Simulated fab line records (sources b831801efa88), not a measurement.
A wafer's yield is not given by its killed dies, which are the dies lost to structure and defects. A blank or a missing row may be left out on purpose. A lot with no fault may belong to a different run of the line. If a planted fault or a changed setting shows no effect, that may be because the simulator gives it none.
2 desks, one fault -- flow gf180mcu -- what lay behind the numbers comes last; until then each desk has only its own

## DESK OF THE TOOL OWNER: rie-metal-02
The tool's own readings at GF_TOP_METAL_METAL_ETCH_16 (etches the open film in Cl2/BCl3, stops on SiO2, target depth 1197 nm, time 199.5 s): means of the sampled wafers that have a number, for each lot that ran on this tool. The brackets show how far a lot's mean lies from the usual mean; more than 4 standard deviations puts the lot out of limits, marked OUT.
Columns: A = chamber-pressure-mTorr at GF_TOP_METAL_METAL_ETCH_16, usual 8.001 mTorr; B = drypump-motor-current-A at GF_TOP_METAL_METAL_ETCH_16, usual 5.4 A; C = oes-product-au at GF_TOP_METAL_METAL_ETCH_16, usual 0.987 a.u.; D = run-length-s at GF_TOP_METAL_METAL_ETCH_16, usual 228.2 s; E = throttle-valve-pct at GF_TOP_METAL_METAL_ETCH_16, usual 28.234 %
lot,first seen here,A,B,C,D,E
L273,day 29 08:45,8.000,4.8,0.988,228.1,28.235
L277,day 30 18:56,8.003,5.0,0.978,228.4,28.235
L279,day 31 10:12,8.008,5.0,0.984,228.0,28.234
L281,day 31 20:44,8.000,4.9,0.985,209.2 (-25) OUT,28.243
L283,day 32 10:35,7.999,5.0,0.983,190.3 (-50) OUT,28.238
This desk's verdict: out of limits on L281, L283, starting with L281 at day 31 20:44 (run-length-s at GF_TOP_METAL_METAL_ETCH_16). L273, L277, L279: within limits.

## METROLOGY DESK
Means of the sampled wafers that have a number, per lot and without regard to the tool the lot ran on: this is what the gauges read. The brackets show how far a lot's mean lies from the usual mean; more than 4 standard deviations puts the lot out of limits, marked OUT.
Columns: A = M5_OVL at GF_M5_OVL_MEAS_08, usual 1 nm
lot,first seen here,A
L271,day 27 02:04,8
L273,day 27 13:34,4
L274,day 27 17:09,-1
L275,day 28 07:51,-3
L276,day 28 13:16,0
L277,day 29 02:13,8
L278,day 29 02:45,6
L279,day 29 18:56,-2
L281,day 30 06:58,-7
L283,day 30 21:57,3
L289,day 32 01:28,-5
L290,day 32 09:03,-3
L291,day 32 14:31,-1
L292,day 32 20:59,-3
This desk found nothing out of limits on any of the 14 lots.

## TAKEN TOGETHER
The tool owner's desk could have raised an alarm at day 31 20:44, on L281, L283.
Metrology desk: nothing out of limits seen.
The metrology desk holds a record of L281, L283, inside its limits.
GF_TOP_METAL_METAL_ETCH_16 was run on rie-metal-02 by each of the lots named.

## WHAT THE SIMULATOR HAD PUT IN
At GF_TOP_METAL_METAL_ETCH_16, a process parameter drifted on rie-metal-02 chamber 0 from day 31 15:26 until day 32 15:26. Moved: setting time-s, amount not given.
Struck lots among those shown: L281, L283.
Hours from the fault's start to each desk's first reading out of limits: the tool owner's desk, 5.
